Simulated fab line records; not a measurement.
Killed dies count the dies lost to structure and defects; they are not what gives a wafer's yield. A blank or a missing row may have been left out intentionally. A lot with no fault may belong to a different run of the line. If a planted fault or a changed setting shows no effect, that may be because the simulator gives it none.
The tool behind it: which one? | flow gf180mcu | 39 wafers from 13 lots sampled at 5 of the route's 602 steps

## WHAT THE GAUGES READ, wafer by wafer
GF_M1_THK_MEAS_06: measures by xrf.
lot  | measured     | on            | M1_ALCU_THK (nm)
L915 | day 16 21:12 | film-metro-02 | 438 437 436
L917 | day 17 05:27 | film-metro-01 | 440 447 450
L919 | day 18 04:34 | film-metro-01 | 432 444 443
L920 | day 18 08:10 | film-metro-04 | 437 442 441
L921 | day 19 00:00 | film-metro-01 | 448 444 452
L922 | day 19 06:50 | film-metro-01 | 445 447 451
L925 | day 20 10:16 | film-metro-04 | 447 446 448
L928 | day 21 13:03 | film-metro-02 | 435 438 431
L929 | day 21 14:45 | film-metro-04 | 442 433 436
L934 | day 23 06:13 | film-metro-01 | 444 437 444
L935 | day 24 08:48 | film-metro-02 | 438 446 441
L936 | day 24 11:20 | film-metro-02 | 434 446 438
L937 | day 24 14:20 | film-metro-02 | 447 452 455

GF_M3_RS_MEAS_05: measures by four-point-probe.
lot  | measured     | on            | M3_ALCU_RS (ohm/sq)
L915 | day 21 02:18 | film-metro-04 | 0.0675 0.0685 0.0679
L917 | day 21 12:36 | film-metro-02 | 0.0713 0.0698 0.0705
L919 | day 22 11:26 | film-metro-02 | 0.0686 0.0672 0.0686
L920 | day 22 14:07 | film-metro-04 | 0.0687 0.0682 0.0680
L921 | day 23 05:02 | film-metro-01 | 0.0683 0.0691 0.0696
L922 | day 23 11:46 | film-metro-01 | 0.0684 0.0681 0.0688
L925 | day 24 13:45 | film-metro-01 | 0.0697 0.0707 0.0699
L928 | day 25 15:42 | film-metro-02 | 0.0694 0.0689 0.0690
L929 | day 25 16:23 | film-metro-04 | 0.0683 0.0682 0.0682
L934 | day 27 01:56 | film-metro-02 | 0.0697 0.0694 0.0696
L935 | day 28 05:18 | film-metro-04 | 0.0684 0.0678 0.0689
L936 | day 28 05:57 | film-metro-04 | 0.0692 0.0698 0.0679
L937 | day 28 09:14 | film-metro-02 | 0.0691 0.0685 0.0689

GF_M3_CD_MEAS_14: target cd 280 nm.
lot  | measured     | on        | cd-nm (nm)
L915 | day 22 01:28 | cd-sem-02 | 280.9 282.2 281.3
L917 | day 22 12:12 | cd-sem-01 | 278.0 279.3 279.2
L919 | day 23 10:27 | cd-sem-01 | 276.5 276.2 276.5
L920 | day 23 13:17 | cd-sem-01 | 280.2 282.9 281.1
L921 | day 24 03:43 | cd-sem-02 | 279.3 279.2 279.4
L922 | day 24 10:23 | cd-sem-01 | 281.0 281.7 280.6
L925 | day 25 11:47 | cd-sem-02 | 280.5 279.5 280.0
L928 | day 26 12:37 | cd-sem-01 | 279.3 279.3 278.5
L929 | day 26 13:10 | cd-sem-02 | 278.6 280.0 281.5
L934 | day 27 22:10 | cd-sem-02 | 277.8 278.9 279.5
L935 | day 29 00:30 | cd-sem-01 | 282.6 282.6 281.8
L936 | day 29 00:51 | cd-sem-02 | 278.8 279.9 279.0
L937 | day 29 04:33 | cd-sem-01 | 279.1 280.1 280.1

## WHAT TOOL EACH LOT RAN ON (gives the tool, then ch and the chambers of the sampled wafers, and finally the start)
lot  | GF_SAB_COAT_04                    | GF_SAB_STRIP_13
L915 | litho-track-01 ch 0, day 15 07:39 | plasma-asher-01 ch 0,1, day 15 19:40
L917 | litho-track-04 ch 0, day 15 17:03 | plasma-asher-03 ch 1, day 16 03:59
L919 | litho-track-02 ch 0, day 16 14:46 | plasma-asher-02 ch 0,1, day 17 02:35
L920 | litho-track-01 ch 0, day 16 18:25 | plasma-asher-03 ch 0,1, day 17 05:37
L921 | litho-track-01 ch 0, day 17 07:33 | plasma-asher-01 ch 0, day 17 20:44
L922 | litho-track-02 ch 0, day 17 14:55 | plasma-asher-03 ch 0,1, day 18 03:16
L925 | litho-track-04 ch 0, day 18 17:38 | plasma-asher-03 ch 0,1, day 19 06:49
L928 | litho-track-01 ch 0, day 19 21:45 | plasma-asher-01 ch 0,1, day 20 09:55
L929 | litho-track-04 ch 0, day 19 23:41 | plasma-asher-02 ch 1, day 20 11:26
L934 | litho-track-01 ch 0, day 21 14:33 | plasma-asher-03 ch 0,1, day 22 03:22
L935 | litho-track-01 ch 0, day 22 18:07 | plasma-asher-03 ch 0,1, day 23 06:44
L936 | litho-track-01 ch 0, day 22 21:16 | plasma-asher-03 ch 0,1, day 23 09:50
L937 | litho-track-04 ch 0, day 23 00:54 | plasma-asher-03 ch 0,1, day 23 12:41
- GF_SAB_COAT_04: resist thk 1000 nm.
- GF_SAB_STRIP_13: strips in O2/N2.

## WHAT THE TOOLS THEMSELVES READ (means of the sampled wafers that have a number; where no wafer has one, the mark that the record gives instead)
GF_SAB_COAT_04.
lot  | tool           | chill-plate-temp-C (C) | spin-speed-rpm (rpm)
L915 | litho-track-01 | 22.86                  | 3000.9
L917 | litho-track-04 | 22.99                  | 2999.1
L919 | litho-track-02 | 22.93                  | 3001.3
L920 | litho-track-01 | 22.95                  | 2999.4
L921 | litho-track-01 | 22.87                  | 2998.7
L922 | litho-track-02 | 23.03                  | 2999.2
L925 | litho-track-04 | 23.01                  | 2999.5
L928 | litho-track-01 | 23.07                  | 3001.8
L929 | litho-track-04 | 23.02                  | 2999.9
L934 | litho-track-01 | 23.12                  | 2999.3
L935 | litho-track-01 | 22.99                  | 3152.8
L936 | litho-track-01 | 22.94                  | 3153.4
L937 | litho-track-04 | 23.02                  | 3002.6

GF_SAB_STRIP_13.
lot  | tool            | drypump-motor-current-A (A) | heater-power-w (W) | oes-product-au (a.u.) | platen-temp-c (C) | strip-time-to-endpoint-s (s)
L915 | plasma-asher-01 | 5.89                        | 371                | 0.706                 | 249.67            | 12.56
L917 | plasma-asher-03 | 6.16                        | 381                | 0.711                 | 249.87            | 12.57
L919 | plasma-asher-02 | 6.00                        | 337                | 0.706                 | 249.80            | 12.57
L920 | plasma-asher-03 | 6.22                        | 367                | 0.707                 | 249.88            | 12.61
L921 | plasma-asher-01 | 6.13                        | 353                | 0.713                 | 250.03            | 12.60
L922 | plasma-asher-03 | 6.28                        | 344                | 0.711                 | 250.17            | 12.59
L925 | plasma-asher-03 | 6.23                        | 369                | 0.711                 | 249.98            | 12.60
L928 | plasma-asher-01 | 5.89                        | 384                | 0.715                 | 249.99            | 12.60
L929 | plasma-asher-02 | 5.80                        | 328                | 0.705                 | 249.80            | 12.60
L934 | plasma-asher-03 | 6.26                        | 344                | 0.714                 | 250.17            | 12.52
L935 | plasma-asher-03 | 6.23                        | 372                | 0.711                 | 250.10            | 12.24
L936 | plasma-asher-03 | 6.23                        | 366                | 0.713                 | 249.99            | 12.29
L937 | plasma-asher-03 | 6.27                        | 343                | 0.710                 | 250.11            | 12.59

## THE ANSWER, worked out from the rows above alone
Rule: usual is defined by the lots themselves. The widest of any qualifying gaps counts: lots, ordered by their means at a reading, are off when they make up no more than a third of the lots, leave a main group of 4 or more, and stand apart from it by 3 or more times the standard deviation of that group's means. The tables above print the reading to a certain number of digits; a main group whose means all agree to those digits is not used. Also off: a lot with no number at a reading for which 4 or more lots have one. The other lots that the step has rows for count as sound. Order of review: gauges by route order, followed by the tools' own readings, for which a lot's mean as printed above is used. The first step at which some lot is off is used, and at that step the reading that is off furthest; a lot without a number counts as furthest.
Off at GF_SAB_COAT_04 (spin-speed-rpm): L935, L936. The main group has a mean of 3000.2 rpm with a standard deviation of 1.2.
A tool fits if, at that step or a process step before it, it ran every lot that is off, and no sound lot after the first of them. One candidate fits, namely litho-track-01 at GF_SAB_COAT_04. Its last sound lot is L934 (day 21 14:33), its first lot that is off L935 (day 22 18:07): a fault that began between those two fits.
On the lots that are off, the tool's own readings at GF_SAB_COAT_04 differ by more than 5 times the standard deviation of the sound lots' means, which bears it out; spin-speed-rpm reads 3153.1 rpm there versus 3000.2 rpm on the sound lots.

## WHAT WAS PUT IN BY THE SIMULATOR
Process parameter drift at GF_SAB_COAT_04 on litho-track-01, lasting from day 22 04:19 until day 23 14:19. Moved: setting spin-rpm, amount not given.
Shown lots that were struck: L935, L936. The same result came from the rule above.
